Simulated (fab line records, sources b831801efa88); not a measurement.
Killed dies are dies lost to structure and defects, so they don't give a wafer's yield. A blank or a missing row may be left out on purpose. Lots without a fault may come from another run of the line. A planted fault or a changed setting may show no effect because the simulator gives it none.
Tool commonality check | flow sky130 | 11 lots, 36 wafers sampled

WHY IT WAS OPENED
At SKY_LDD_HVN_TW_MEAS_10 the reading LDD_HVN_TW is flagged on 1 of 11 lots. Wafers without a fault read 1441, standard deviation 16.
Rule: a lot is flagged when every wafer of it that has a number lies more than 4 standard deviations from that mean, or none has a number. The other lots count as sound.

lot  | measured     | on            | LDD_HVN_TW, wafer by wafer | flag
L984 | day 20 12:55 | film_metro-03 | 1456 1451 1456             |
L987 | day 21 08:18 | film_metro-03 | 1462 1456 1453             |
L988 | day 21 19:19 | film_metro-04 | 30 30 30 30 30 30          | FLAGGED
L998 | day 25 10:52 | film_metro-01 | 1437 1430 1434             |
L999 | day 26 00:56 | film_metro-03 | 1469 1474 1464             |
L100 | day 26 02:41 | film_metro-03 | 1465 1473 1470             |
L102 | day 26 14:15 | film_metro-01 | 1439 1442 1438             |
L103 | day 26 18:00 | film_metro-04 | 1427 1426 1431             |
L104 | day 27 03:21 | film_metro-03 | 1455 1464 1457             |
L106 | day 28 06:15 | film_metro-03 | 1446 1454 1457             |
L107 | day 28 09:25 | film_metro-03 | 1457 1455 1451             |
The numbers of the flagged lots are 30 on average: -1411 against the usual, or -88 standard deviations.

WHICH TOOL RAN EACH LOT
The record holds 2 process steps before the reading, out of a route of 708 steps. In each cell: the tool, then ch and the chambers that the sampled wafers went through, then the start.
lot  | flag    | SKY_POLY_GATE_ETCH_15              | SKY_LDD_HVN_EXPOSE_04
L984 |         | rie_diel-03 ch 0,1, day 16 13:11   | iline_stepper-02 ch 0, day 19 21:11
L987 |         | rie_diel-04 ch 0,1,3, day 17 06:50 | iline_stepper-02 ch 0, day 20 17:15
L988 | FLAGGED | rie_diel-03 ch 1,2, day 17 18:07   | iline_stepper-02 ch 0, day 21 03:58
L998 |         | rie_diel-01 ch 0,1,3, day 21 14:46 | iline_stepper-02 ch 0, day 24 21:04
L999 |         | rie_diel-04 ch 0,1,2, day 22 03:49 | iline_stepper-01 ch 0, day 25 09:46
L100 |         | rie_diel-04 ch 0,3, day 22 06:40   | iline_stepper-01 ch 0, day 25 11:29
L102 |         | rie_diel-03 ch 1,2,3, day 22 17:46 | iline_stepper-02 ch 0, day 26 00:15
L103 |         | rie_diel-03 ch 0,1,2, day 22 23:28 | iline_stepper-02 ch 0, day 26 03:51
L104 |         | rie_diel-03 ch 0,1, day 23 09:07   | iline_stepper-02 ch 0, day 26 12:41
L106 |         | rie_diel-01 ch 0,3, day 24 10:22   | iline_stepper-02 ch 0, day 27 16:26
L107 |         | rie_diel-04 ch 1,2, day 24 16:25   | iline_stepper-01 ch 0, day 27 19:40
What these steps do:
- SKY_POLY_GATE_ETCH_15: etches BARC in N2/H2, stops on SiO2, time 118.5 s, target depth 110 nm.
- SKY_LDD_HVN_EXPOSE_04: exposes mask HVNTM, target cd 700 nm.
- SKY_LDD_HVN_TW_MEAS_10

FLAGGED OVER TOTAL, TOOL BY TOOL (the gauges that took the reading come last)
step                   | tool             | lots run | flagged | share of the flagged lots | sound lots run after its first flagged lot
SKY_POLY_GATE_ETCH_15  | rie_diel-01      | 2        | 0       | none                      | -
SKY_POLY_GATE_ETCH_15  | rie_diel-03      | 5        | 1       | all                       | 3 (L102,L103,L104)
SKY_POLY_GATE_ETCH_15  | rie_diel-04      | 4        | 0       | none                      | -
SKY_LDD_HVN_EXPOSE_04  | iline_stepper-01 | 3        | 0       | none                      | -
SKY_LDD_HVN_EXPOSE_04  | iline_stepper-02 | 8        | 1       | all                       | 5 (L998,L102,L103,L104,L106)
SKY_LDD_HVN_TW_MEAS_10 | film_metro-01    | 2        | 0       | none                      | -
SKY_LDD_HVN_TW_MEAS_10 | film_metro-03    | 7        | 0       | none                      | -
SKY_LDD_HVN_TW_MEAS_10 | film_metro-04    | 2        | 1       | all                       | 1 (L103)

WHAT THE TABLE ALLOWS
3 rows of the table ran every flagged lot: rie_diel-03 at SKY_POLY_GATE_ETCH_15, iline_stepper-02 at SKY_LDD_HVN_EXPOSE_04, film_metro-04 at SKY_LDD_HVN_TW_MEAS_10.
- rie_diel-03 at SKY_POLY_GATE_ETCH_15: 1 of its 5 lots flagged. Sound lots ran on it after the first flagged one (L102, L103, L104), which a lasting fault on the whole tool wouldn't allow.
- iline_stepper-02 at SKY_LDD_HVN_EXPOSE_04: 1 of its 8 lots flagged. Sound lots ran on it after the first flagged one (L998, L102, L103, L104, L106), which a lasting fault on the whole tool wouldn't allow.
- film_metro-04 at SKY_LDD_HVN_TW_MEAS_10: 1 of its 2 lots flagged. Sound lots ran on it after the first flagged one (L103), which a lasting fault on the whole tool wouldn't allow.
No row of the table ran every flagged lot and no sound lot after the first.

WHAT THE SIMULATOR HAD PUT IN
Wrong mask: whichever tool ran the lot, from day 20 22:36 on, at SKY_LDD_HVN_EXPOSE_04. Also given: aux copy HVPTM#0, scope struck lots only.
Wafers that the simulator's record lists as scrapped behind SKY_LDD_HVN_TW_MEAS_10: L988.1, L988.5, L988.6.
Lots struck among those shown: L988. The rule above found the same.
